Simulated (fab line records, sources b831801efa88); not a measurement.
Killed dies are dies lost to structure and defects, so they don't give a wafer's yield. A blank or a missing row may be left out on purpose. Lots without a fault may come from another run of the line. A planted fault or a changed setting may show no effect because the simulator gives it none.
Tool commonality check | flow gf180mcu | 12 lots, 36 wafers sampled

WHY IT WAS OPENED
At GF_VT_IMPLANT_TW_MEAS_10 the reading VT_IMPLANT_TW is flagged on 1 of 12 lots. Wafers without a fault read 562, standard deviation 5.
Rule: a lot is flagged when every wafer of it that has a number lies more than 4 standard deviations from that mean, or none has a number. The other lots count as sound.

lot  | measured     | on            | VT_IMPLANT_TW, wafer by wafer | flag
L675 | day 5 15:40  | film_metro-04 | 553 557 558                   |
L679 | day 6 22:39  | film_metro-04 | 557 553 553                   |
L680 | day 7 03:12  | film_metro-02 | 563 565 564                   |
L682 | day 7 11:59  | film_metro-03 | 560 562 559                   |
L683 | day 7 19:57  | film_metro-03 | 562 559 567                   |
L684 | day 8 01:28  | film_metro-04 | 554 557 557                   |
L687 | day 8 18:40  | film_metro-02 | 561 562 563                   |
L689 | day 9 04:08  | film_metro-02 | 30 30 30                      | FLAGGED
L692 | day 10 00:20 | film_metro-03 | 567 567 569                   |
L693 | day 10 04:46 | film_metro-03 | 566 567 569                   |
L697 | day 11 07:00 | film_metro-03 | 563 562 564                   |
L698 | day 11 14:56 | film_metro-02 | 568 567 564                   |
The numbers of the flagged lots are 30 on average: -532 against the usual, or -99 or more standard deviations.

WHICH TOOL RAN EACH LOT
The record holds 1 process step before the reading, out of a route of 602 steps. In each cell: the tool, then ch and the chambers that the sampled wafers went through, then the start.
lot  | flag    | GF_VT_IMPLANT_EXPOSE_04
L675 |         | iline_stepper-01 ch 0, day 5 07:55
L679 |         | iline_stepper-02 ch 0, day 6 14:35
L680 |         | iline_stepper-02 ch 0, day 6 19:17
L682 |         | iline_stepper-01 ch 0, day 7 04:16
L683 |         | iline_stepper-02 ch 0, day 7 12:05
L684 |         | iline_stepper-02 ch 0, day 7 16:52
L687 |         | iline_stepper-02 ch 0, day 8 10:29
L689 | FLAGGED | iline_stepper-02 ch 0, day 8 19:19
L692 |         | iline_stepper-01 ch 0, day 9 15:53
L693 |         | iline_stepper-01 ch 0, day 9 20:09
L697 |         | iline_stepper-02 ch 0, day 10 21:58
L698 |         | iline_stepper-01 ch 0, day 11 05:03
What these steps do:
- GF_VT_IMPLANT_EXPOSE_04: exposes mask LVPWELL LV AREA, target cd 600 nm.
- GF_VT_IMPLANT_TW_MEAS_10

FLAGGED OVER TOTAL, TOOL BY TOOL (the gauges that took the reading come last)
step                     | tool             | lots run | flagged | share of the flagged lots | sound lots run after its first flagged lot
GF_VT_IMPLANT_EXPOSE_04  | iline_stepper-01 | 5        | 0       | none                      | -
GF_VT_IMPLANT_EXPOSE_04  | iline_stepper-02 | 7        | 1       | all                       | 1 (L697)
GF_VT_IMPLANT_TW_MEAS_10 | film_metro-02    | 4        | 1       | all                       | 1 (L698)
GF_VT_IMPLANT_TW_MEAS_10 | film_metro-03    | 5        | 0       | none                      | -
GF_VT_IMPLANT_TW_MEAS_10 | film_metro-04    | 3        | 0       | none                      | -

WHAT THE TABLE ALLOWS
2 rows of the table ran every flagged lot: iline_stepper-02 at GF_VT_IMPLANT_EXPOSE_04, film_metro-02 at GF_VT_IMPLANT_TW_MEAS_10.
- iline_stepper-02 at GF_VT_IMPLANT_EXPOSE_04: 1 of its 7 lots flagged. Sound lots ran on it after the first flagged one (L697), which a lasting fault on the whole tool wouldn't allow.
- film_metro-02 at GF_VT_IMPLANT_TW_MEAS_10: 1 of its 4 lots flagged. Sound lots ran on it after the first flagged one (L698), which a lasting fault on the whole tool wouldn't allow.
No row of the table ran every flagged lot and no sound lot after the first.

WHAT THE SIMULATOR HAD PUT IN
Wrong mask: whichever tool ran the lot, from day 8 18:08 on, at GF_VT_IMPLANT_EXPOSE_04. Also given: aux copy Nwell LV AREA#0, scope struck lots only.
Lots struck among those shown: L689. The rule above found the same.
